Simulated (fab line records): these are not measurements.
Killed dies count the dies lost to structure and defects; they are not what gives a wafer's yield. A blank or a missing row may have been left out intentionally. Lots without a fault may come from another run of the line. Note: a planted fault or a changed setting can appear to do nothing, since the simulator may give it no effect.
fab line records | flow sky130
[record] lots = 7 wafers = 19 last-day = 49
route steps=708 shown VT_ADJUST_NCORE@125 VT_ADJUST_HVTR@131 PAD_OPEN@708
lots that met no fault: taken from a fault-free run of the same line
start-h: hours from the record's opening day to when the first of the lot's shown wafers began | wait-h: hours since the lot's step before | " as in the row above | L1.1+2: several wafers, shown together as one row | - either no value or no given start | * or withheld: withheld | < > ~ a bound
route shown NAME@n: a module of which the file shows steps, and the number in the route of the first | usual: mean and standard deviation over wafers with no fault | same: alike in all rows | chamber/n: place in a boat | sites: each site's reading | _std_site: standard deviation across them | _edge_site: outer sites' mean less inner sites' | radius-mm: for every site, how far away it sits from the centre of the wafer | mask NAME#n: copy n | behind: tool/chamber where the wafer was last shaped | hold: cause of the lot's hold/its duration in hours/its outcome | device: names the non-switching transistor (n, p or np) | end of line: tests of these same wafers at the route's end | step lacking rows: just its recipe | killed: dies lost to structure and defects at the first sort, not the wafer's yield | map: the dies of a wafer, with x for killed, . for not killed, _ for no die there
set.NAME: the setting as run; set.NAME@STEP: as run at that earlier step | model.NAME: the simulator's own value behind a step, which no gauge read
lots at some steps of the route; a table a step, a row a wafer
services: from which hour (start-h, from the record's first day; less than 0 if before it) a tool's chamber was out of use, for how many hours, and why
[[steps]]
[step SKY_VT_ADJUST_NCORE_DEVELOP_06]
[recipe] resist = NOVOLAK developer = TMAH develop-time-s = 60 dev-temp-c = 23
[step SKY_VT_ADJUST_NCORE_CD_MEAS_07]
[recipe] target-cd-nm = 380
[usual] cd-nm = 380.2/2.7
// columns lot.wafer tool chamber start-h wait-h cd-nm
L213.2 cd-sem-02 - 208.78 0.1 379.4
L213.4 " - " " 382.9
L213.6 " - " " 385.4
L215.1 cd-sem-02 - 220.61 0.1 383.7
L215.2 " - " " 384.9
L215.3 " - " " 383.6
L218.1 cd-sem-02 - 237.88 0.1 382.6
L218.5 " - " " 379.1
L218.6 " - " " 381.0
L225.1 cd-sem-01 - 283.11 0.1 381.5
L225.3 " - " " 380.8
L225.4 " - " " 383.3
L226.4 cd-sem-01 - 290.92 0.1 382.1
L226.6 " - " " 382.9
L227.5 cd-sem-01 - 295.76 0.1 378.3
L227.6 " - " " 379.5
L232.1 cd-sem-02 - 329.22 0.1 381.1
L232.4 " - " " 383.1
L232.5 " - " " 381.0
[step SKY_VT_ADJUST_NCORE_OVL_MEAS_08]
[usual] VT_ADJUST_NCORE_OVL = -1.3/1.6
// columns lot.wafer tool chamber start-h wait-h VT_ADJUST_NCORE_OVL[nm]
L213.2 overlay-02 - 208.89 0.1 1.7
L213.4 " - " " 0.8
L213.6 " - " " 1.5
L215.1 overlay-01 - 220.73 0.1 -3.3
L215.2 " - " " -1.6
L215.3 " - " " -2.0
L218.1 overlay-01 - 238.00 0.1 1.2
L218.5 " - " " -0.9
L218.6 " - " " 0.3
L225.1 overlay-02 - 283.23 0.1 -1.7
L225.3 " - " " -2.0
L225.4 " - " " -2.4
L226.4 overlay-02 - 291.00 0.1 -1.1
L226.6 " - " " -1.7
L227.5 overlay-01 - 295.82 0.0 -2.7
L227.6 " - " " -2.3
L232.1 overlay-01 - 329.34 0.1 -0.1
L232.4 " - " " 0.2
L232.5 " - " " -0.4
[step SKY_VT_ADJUST_NCORE_IMPLANT_09]
[recipe] species = B energy-kev = 10 dose-cm2 = 2.4e+12 tilt-deg = withheld
[step SKY_VT_ADJUST_NCORE_STRIP_10]
[recipe] chemistry = O2/N2 power-w = 1400 pressure-mtorr = 1500 platen-temp-c = withheld o2-flow-sccm = 3000 n2-flow-sccm = 300 overash-fraction = 0.5
[usual] drypump-motor-current-A = 5.9/0.46 o2-flow-sccm = 3000/9 oes-product-au = 0.715/0.0046 strip-time-to-endpoint-s = 14.18/0.042
// columns lot.wafer tool chamber start-h wait-h drypump-motor-current-A o2-flow-sccm oes-product-au rf-hours-counter-h strip-time-to-endpoint-s
L213.2 plasma-asher-02 0 209.07 0.1 6.3 3006 0.711 48 14.17
L213.4 " 1 " " 5.4 2989 0.716 - 14.14
L213.6 " 1 " " 5.4 2999 0.717 - 14.13
L215.1 plasma-asher-02 0 220.92 0.1 6.3 2991 0.717 50 14.19
L215.2 " 1 " " 5.4 2999 0.720 50 14.15
L215.3 " 0 " " 6.2 2984 0.716 - 14.17
L218.1 plasma-asher-03 0 238.18 0.1 5.4 3008 0.714 10 14.17
L218.5 " 0 " " 5.4 3003 0.719 - 14.19
L218.6 " 1 " " 6.6 2996 0.711 - 14.18
L225.1 plasma-asher-02 1 283.42 0.1 5.4 2988 0.716 56 14.14
L225.3 " 1 " " 5.4 2992 0.707 - 14.15
L225.4 " 0 " " 6.2 3021 0.716 - 14.17
L226.4 plasma-asher-01 1 291.20 0.1 6.0 3002 0.708 - 14.20
L226.6 " 1 " " 6.0 3007 0.715 - 14.19
L227.5 plasma-asher-02 1 296.05 0.1 5.4 2989 0.729 - 14.19
L227.6 " 0 " " 6.2 2998 0.707 - 14.22
L232.1 plasma-asher-03 0 329.53 0.1 5.4 3011 0.715 18 14.16
L232.4 " 0 " " 5.4 3013 0.715 - 14.14
L232.5 " 1 " " 6.6 2987 0.718 - 14.15
[step SKY_VT_ADJUST_NCORE_TW_MEAS_11]
[usual] VT_ADJUST_NCORE_TW = 219.8/0.88
// columns lot.wafer tool chamber start-h wait-h VT_ADJUST_NCORE_TW
L213.2 film-metro-03 - 209.18 0.1 219.3
L213.4 " - " " 219.6
L213.6 " - " " 219.8
L215.1 film-metro-03 - 221.02 0.1 219.4
L215.2 " - " " 220.4
L215.3 " - " " 220.3
L218.1 film-metro-01 - 238.28 0.1 219.3
L218.5 " - " " 220.7
L218.6 " - " " 219.3
L225.1 film-metro-02 - 283.52 0.1 220.1
L225.3 " - " " 219.1
L225.4 " - " " 218.1
L226.4 film-metro-02 - 291.30 0.1 218.4
L226.6 " - " " 219.2
L227.5 film-metro-03 - 296.12 0.0 220.3
L227.6 " - " " 220.8
L232.1 film-metro-03 - 329.63 0.1 220.7
L232.4 " - " " 219.7
L232.5 " - " " 220.8
[step SKY_VT_ADJUST_HVTR_DEHYDRATE_00]
[recipe] temp-c = 200 time-s = 60
[step SKY_VT_ADJUST_HVTR_HMDS_01]
[recipe] prime-time-s = 60 prime-temp-c = 120
[step SKY_VT_ADJUST_HVTR_COAT_02]
[recipe] resist = NOVOLAK spin-rpm = 3000 resist-thk-nm = 1140
[step SKY_VT_ADJUST_HVTR_SOFTBAKE_03]
[recipe] temp-c = 90 time-s = 60 resist = NOVOLAK
[step SKY_VT_ADJUST_HVTR_EXPOSE_04]
[recipe] mask-id = HVTRM target-cd-nm = 380 na = 0.6 source-shape = conventional sigma-outer = 0.6 dose-mj = 150
[step SKY_VT_ADJUST_HVTR_PEB_05]
[recipe] temp-c = withheld time-s = * resist = NOVOLAK
[step SKY_VT_ADJUST_HVTR_DEVELOP_06]
[recipe] develop-time-s = 60 dev-temp-c = 23
// columns lot.wafer tool chamber start-h wait-h
L213.2+4+6 litho-track-01 0 230.90 0.1
L215.1+2+3 litho-track-03 0 241.89 0.1
L218.1+5+6 litho-track-03 0 260.84 0.1
L225.1+3+4 litho-track-03 0 307.29 0.1
L226.4+6 litho-track-03 0 316.81 0.1
L227.5+6 litho-track-03 0 321.49 0.1
L232.1+4+5 litho-track-04 0 356.57 0.1
[step SKY_VT_ADJUST_HVTR_CD_MEAS_07]
[recipe] target-cd-nm = 380
[usual] cd-nm = 379.7/2
// columns lot.wafer tool chamber start-h wait-h cd-nm
L213.2 cd-sem-01 - 231.05 0.1 379.9
L213.4 " - " " 378.5
L213.6 " - " " 377.1
L215.1 cd-sem-01 - 242.04 0.1 378.8
L215.2 " - " " 378.8
L215.3 " - " " 376.8
L218.1 cd-sem-02 - 260.99 0.1 375.9
L218.5 " - " " 377.4
L218.6 " - " " 374.5
L225.1 cd-sem-02 - 307.44 0.1 377.5
L225.3 " - " " 379.7
L225.4 " - " " 388.9
L226.4 cd-sem-01 - 316.95 0.1 391.0
L226.6 " - " " 382.0
L227.5 cd-sem-01 - 321.62 0.1 389.6
L227.6 " - " " 379.0
L232.1 cd-sem-02 - 356.72 0.1 376.8
L232.4 " - " " 380.8
L232.5 " - " " 380.4
[step SKY_VT_ADJUST_HVTR_OVL_MEAS_08]
[usual] VT_ADJUST_HVTR_OVL = 0.3/1.3
// columns lot.wafer tool chamber start-h wait-h VT_ADJUST_HVTR_OVL[nm]
L213.2 overlay-01 - 231.15 0.1 0.6
L213.4 " - " " 2.0
L213.6 " - " " 1.4
L215.1 overlay-01 - 242.16 0.1 -1.8
L215.2 " - " " 0.2
L215.3 " - " " -1.0
L218.1 overlay-01 - 261.11 0.1 -1.5
L218.5 " - " " 0.0
L218.6 " - " " -1.8
L225.1 overlay-02 - 307.56 0.1 1.7
L225.3 " - " " 1.5
L225.4 " - " " 0.3
L226.4 overlay-02 - 317.02 0.1 -0.1
L226.6 " - " " -1.4
L227.5 overlay-01 - 321.68 0.0 1.5
L227.6 " - " " 1.2
L232.1 overlay-01 - 356.84 0.1 0.6
L232.4 " - " " 0.4
L232.5 " - " " -0.8
[step SKY_PAD_OPEN_PROBE_99]
[usual] killed_at_M0_to_M3 = 43/7.3 killed_at_M4_up = 3.2/1.8 killed-at-contacts = 24/5.8 killed-at-front-end = 16/4.5 killed-at-other = 0.3/0.53 killed-dies = 87/9.9 killed-open = 48/6.8 killed-short = 39/6.9
[same] gross-dies = 492 killed-at-back-side = 0
// columns lot.wafer tool chamber start-h wait-h killed_at_M0_to_M3 killed_at_M4_up killed-at-contacts killed-at-front-end killed-at-other killed-dies killed-open killed-short
L213.2 prober-02 - 1098.71 0.1 32 2 22 15 1 72 35 37
L213.4 prober-02 - 1098.81 0.2 52 4 20 12 0 88 45 43
L213.6 prober-02 - 1098.91 0.2 42 2 18 11 0 73 34 39
L215.1 prober-01 - 1099.78 0.1 50 3 22 22 0 97 58 39
L215.2 prober-01 - 1099.83 0.1 40 3 24 13 0 80 47 33
L215.3 prober-01 - 1099.88 0.2 41 5 23 17 0 86 45 41
L225.1 prober-02 - 1158.26 0.1 48 2 16 27 1 94 49 45
L225.3 prober-02 - 1158.36 0.2 49 2 17 16 0 84 37 47
L225.4 prober-02 - 1158.41 0.2 53 7 28 12 0 100 46 54
L226.4 prober-01 - 1163.14 0.2 39 4 29 16 0 88 49 39
L227.5 prober-02 - 1168.25 0.2 35 2 22 11 0 70 34 36
L227.6 prober-02 - 1168.30 0.2 49 2 22 13 0 86 52 34
// killed by level:class
L213.2 VIA1:geometric-particle:open=9 CONTACT:geometric-particle:short=8 METAL2:geometric-particle:short=8 FIELD_ISO:geometric-particle:short=5 FIELD_ISO:geometric-particle:open=4 POLY_GATE:geometric-particle:open=4 LI_CONTACT:geometric-particle:open=4 LOCAL_INTERCONNECT:geometric-particle:short=4
L213.4 VIA1:geometric-particle:open=10 METAL2:geometric-particle:short=10 CONTACT:geometric-particle:open=9 LI_CONTACT:geometric-particle:open=7 VIA2:geometric-particle:open=7 VIA1:geometric-particle:short=5 VIA2:geometric-particle:short=4 VIA3:geometric-particle:open=4
L213.6 VIA1:geometric-particle:open=8 METAL1:geometric-particle:short=8 METAL2:geometric-particle:short=6 FIELD_ISO:geometric-particle:short=5 LI_CONTACT:geometric-particle:open=5 CONTACT:geometric-particle:open=5 VIA1:geometric-particle:short=4 CONTACT:geometric-particle:short=3
L215.1 LI_CONTACT:geometric-particle:open=11 VIA1:geometric-particle:open=11 VIA1:geometric-particle:short=8 CONTACT:geometric-particle:open=8 VIA3:geometric-particle:open=8 POLY_GATE:geometric-particle:short=7 METAL2:geometric-particle:open=6 METAL2:geometric-particle:short=5
L215.2 VIA1:geometric-particle:open=11 VIA2:geometric-particle:open=11 LI_CONTACT:geometric-particle:open=6 CONTACT:geometric-particle:open=6 LI_CONTACT:geometric-particle:short=4 VIA3:geometric-particle:open=4 CONTACT:geometric-particle:short=4 FIELD_ISO:geometric-particle:open=3
L215.3 VIA1:geometric-particle:open=10 LI_CONTACT:geometric-particle:open=8 FIELD_ISO:geometric-particle:short=7 VIA2:geometric-particle:open=6 VIA3:geometric-particle:open=6 CONTACT:geometric-particle:open=5 METAL2:geometric-particle:short=5 CONTACT:geometric-particle:short=4
L225.1 VIA2:geometric-particle:open=11 VIA1:geometric-particle:open=11 FIELD_ISO:geometric-particle:short=9 FIELD_ISO:geometric-particle:open=9 METAL2:geometric-particle:short=8 METAL1:geometric-particle:short=7 LI_CONTACT:geometric-particle:open=6 VIA2:geometric-particle:short=4
L225.3 METAL1:geometric-particle:short=12 VIA1:geometric-particle:short=8 FIELD_ISO:geometric-particle:open=7 CONTACT:geometric-particle:open=7 VIA1:geometric-particle:open=6 FIELD_ISO:geometric-particle:short=5 METAL2:geometric-particle:short=5 VIA2:geometric-particle:open=5
L225.4 VIA1:geometric-particle:open=12 METAL1:geometric-particle:short=9 CONTACT:geometric-particle:short=9 VIA1:geometric-particle:short=9 CONTACT:geometric-particle:open=7 VIA2:geometric-particle:open=6 LI_CONTACT:geometric-particle:open=5 METAL2:geometric-particle:short=5
L226.4 CONTACT:geometric-particle:open=13 LI_CONTACT:geometric-particle:open=10 VIA1:geometric-particle:open=8 METAL3:geometric-particle:short=6 CONTACT:geometric-particle:short=5 VIA1:geometric-particle:short=5 METAL2:geometric-particle:short=5 FIELD_ISO:geometric-particle:short=4
L227.5 VIA1:geometric-particle:open=8 CONTACT:geometric-particle:open=6 VIA1:geometric-particle:short=6 VIA2:geometric-particle:open=6 LI_CONTACT:geometric-particle:open=5 LOCAL_INTERCONNECT:geometric-particle:short=5 FIELD_ISO:geometric-particle:open=4 CONTACT:geometric-particle:short=4
L227.6 VIA3:geometric-particle:open=14 VIA1:geometric-particle:open=10 CONTACT:geometric-particle:open=10 LI_CONTACT:geometric-particle:open=4 VIA1:geometric-particle:short=4 VIA3:geometric-particle:short=4 FIELD_ISO:geometric-particle:short=3 POLY_GATE:geometric-particle:short=3
[[services]]
// columns tool chamber start-h hours kind
plasma-asher-03 - 201.05 3.7 repair
plasma-asher-03 - 206.60 14.6 pm
plasma-asher-01 - 229.97 1.5 repair
[[key]]
[first-sign] step = SKY_VT_ADJUST_HVTR_CD_MEAS_07 reading = cd-nm direction = up sigmas = 5 usual = 379.7 struck = 389.9
effect none on later readings
met-at SKY_VT_ADJUST_HVTR_DEVELOP_06
struck-wafers L225.4,L226.4,L227.5
tester-left-out L225,L226,L227
onset-between 260.84 307.29
[fault] kind = process-parameter-drift tool = litho-track-03 chamber = - onset-h = 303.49 steps = SKY_VT_ADJUST_HVTR_DEVELOP_06 channel = develop-time-s offset = * shape = step end-h = 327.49 scope = struck-wafers-only acts-in = * stated = *
// tester-left-out: of these lots the tester's yield and bins aren't shown, on N5 and GAA mostly nor the transistor test; their killed dies are dies lost to structure and defects alone, not to doping, threshold or leakage, so they don't give the yield
